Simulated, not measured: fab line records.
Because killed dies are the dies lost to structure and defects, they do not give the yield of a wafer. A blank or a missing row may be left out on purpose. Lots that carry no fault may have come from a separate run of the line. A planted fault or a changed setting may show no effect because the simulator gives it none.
What tool caused it? / flow sky130 / Sampling: 10 lots, 30 wafers, 2 of 708 route steps

## WHAT THE GAUGES READ, wafer by wafer
SKY_LDD_LDN_TW_MEAS_13.
lot=L560; measured=day 23 02:20; on=film_metro-04; LDD_LDN_TW=1486 1483 1484
lot=L561; measured=day 23 04:08; on=film_metro-04; LDD_LDN_TW=1490 1476 1481
lot=L562; measured=day 23 16:35; on=film_metro-04; LDD_LDN_TW=1486 1469 1489
lot=L563; measured=day 24 02:08; on=film_metro-02; LDD_LDN_TW=1481 1482 1478
lot=L564; measured=day 24 08:17; on=film_metro-02; LDD_LDN_TW=1487 1485 1479
lot=L565; measured=day 24 15:45; on=film_metro-01; LDD_LDN_TW=1471 1481 1485
lot=L566; measured=day 25 19:50; on=film_metro-02; LDD_LDN_TW=1402 1398 1405
lot=L567; measured=day 25 20:44; on=film_metro-01; LDD_LDN_TW=1426 1420 1426
lot=L568; measured=day 26 01:29; on=film_metro-01; LDD_LDN_TW=1411 1414 1412
lot=L569; measured=day 26 05:43; on=film_metro-01; LDD_LDN_TW=1414 1414 1413

## WHICH TOOL RAN EACH LOT (tool, then ch and the chambers of the sampled wafers, then the start)
lot=L560; SKY_LDD_LDN_IMPLANT_10=implanter-03 ch 0, day 23 01:56
lot=L561; SKY_LDD_LDN_IMPLANT_10=implanter-02 ch 0, day 23 03:45
lot=L562; SKY_LDD_LDN_IMPLANT_10=implanter-04 ch 0, day 23 16:13
lot=L563; SKY_LDD_LDN_IMPLANT_10=implanter-03 ch 0, day 24 01:44
lot=L564; SKY_LDD_LDN_IMPLANT_10=implanter-02 ch 0, day 24 07:53
lot=L565; SKY_LDD_LDN_IMPLANT_10=implanter-02 ch 0, day 24 15:23
lot=L566; SKY_LDD_LDN_IMPLANT_10=implanter-04 ch 0, day 25 19:26
lot=L567; SKY_LDD_LDN_IMPLANT_10=implanter-03 ch 0, day 25 20:21
lot=L568; SKY_LDD_LDN_IMPLANT_10=implanter-04 ch 0, day 26 01:07
lot=L569; SKY_LDD_LDN_IMPLANT_10=implanter-04 ch 0, day 26 05:21
- SKY_LDD_LDN_IMPLANT_10

## THE ANSWER, worked out from the rows above alone
Rule: the usual values come from the lots themselves. The widest of any qualifying gaps counts: lots, ordered by their means at a reading, are off when they make up no more than a third of the lots, leave a main group of 4 or more, and stand apart from it by 3 or more times the standard deviation of that group's means. Not used: any main group whose means are identical at the precision the tables above print for the reading. Also off: a lot with no number at a reading for which 4 or more lots have one. All remaining lots with rows at the step are treated as sound.
Nothing can be told from this: no lot is off at any reading shown.

## WHAT HAD BEEN PUT IN BY THE SIMULATOR
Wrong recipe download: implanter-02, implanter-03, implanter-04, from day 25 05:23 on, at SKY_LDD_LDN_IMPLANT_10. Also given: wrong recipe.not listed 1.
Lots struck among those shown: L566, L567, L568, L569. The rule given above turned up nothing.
